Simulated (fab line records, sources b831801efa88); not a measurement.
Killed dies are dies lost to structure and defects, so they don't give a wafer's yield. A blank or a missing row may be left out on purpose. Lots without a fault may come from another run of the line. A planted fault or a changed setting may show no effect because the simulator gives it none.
One fault seen from 2 desks | flow sky130 | each desk has only its own numbers; what lay behind them comes last

THE METROLOGY DESK
What the gauges read, lot by lot, whatever tool the lot ran on: means of the sampled wafers that have a number. A lot is out of limits, marked OUT, if its mean lies more than 4 standard deviations from the usual mean; the brackets give that distance.
Columns: A = CONTACT_OVL at SKY_CONTACT_OVL_MEAS_15, usual 2 nm; B = CONTACT_W_RS at SKY_CONTACT_RS_MEAS_25, usual 0.337 ohm/sq
lot  | first seen here | A  | B
L904 | day 31 09:07    | 5  | 0.340
L905 | day 31 19:34    | 1  | 0.342
L907 | day 32 07:29    | -5 | 0.338
L915 | day 34 19:40    | 7  | 0.335
L917 | day 35 20:50    | -3 | 0.340
L918 | day 36 03:16    | 6  | 0.336
L919 | day 37 20:56    | 5  | 0.331
L922 | day 38 00:26    | 10 | 0.342
L923 | day 38 02:55    | 1  | 0.338
L925 | day 38 04:14    | -5 | 0.336
L927 | day 38 16:08    | 9  | 0.338
This desk's finding: nothing out of limits on any of the 11 lots.

THE TOOL OWNER'S DESK: rie_metal-01
The tool's own readings at SKY_METAL1_METAL_ETCH_19 (etches the open film in Cl2/BCl3, stops on SiO2, target depth 360 nm, time 78 s): means of the sampled wafers that have a number, for each lot that ran on this tool. A lot is out of limits, marked OUT, if its mean lies more than 4 standard deviations from the usual mean; the brackets give that distance.
Columns: A = drypump_motor_current_A at SKY_METAL1_METAL_ETCH_19, usual 5.9 A; B = oes_product_au at SKY_METAL1_METAL_ETCH_19, usual 0.854 a.u.; C = throttle_valve_pct at SKY_METAL1_METAL_ETCH_19, usual 22.264 %
lot  | first seen here | A   | B                | C
L905 | day 33 00:38    | 6.3 | 0.850            | 22.262
L915 | day 36 00:16    | 5.0 | 0.811 (-6.9) OUT | 22.271
L917 | day 37 01:04    | 5.9 | 0.806 (-7.7) OUT | 22.256
L927 | day 39 18:53    | 6.3 | 0.859            | 22.264
This desk's finding: out of limits on L915, L917; first on L915, day 36 00:16 (oes_product_au at SKY_METAL1_METAL_ETCH_19). In limits: L905, L927.

PUT TOGETHER
The tool owner's desk could have raised an alarm at day 36 00:16, on L915, L917.
The metrology desk saw nothing out of limits.
The metrology desk has L915, L917 on record, within its limits.
Of the lots named, all ran SKY_METAL1_METAL_ETCH_19 on rie_metal-01.

WHAT THE SIMULATOR HAD PUT IN
Process parameter drift: rie_metal-01, from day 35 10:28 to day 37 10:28, at SKY_METAL1_METAL_ETCH_19. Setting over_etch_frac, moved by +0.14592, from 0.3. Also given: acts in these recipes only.
Lots struck among those shown: L915, L917.
Hours from the fault's start to each desk's first reading out of limits: the tool owner's desk, 14.
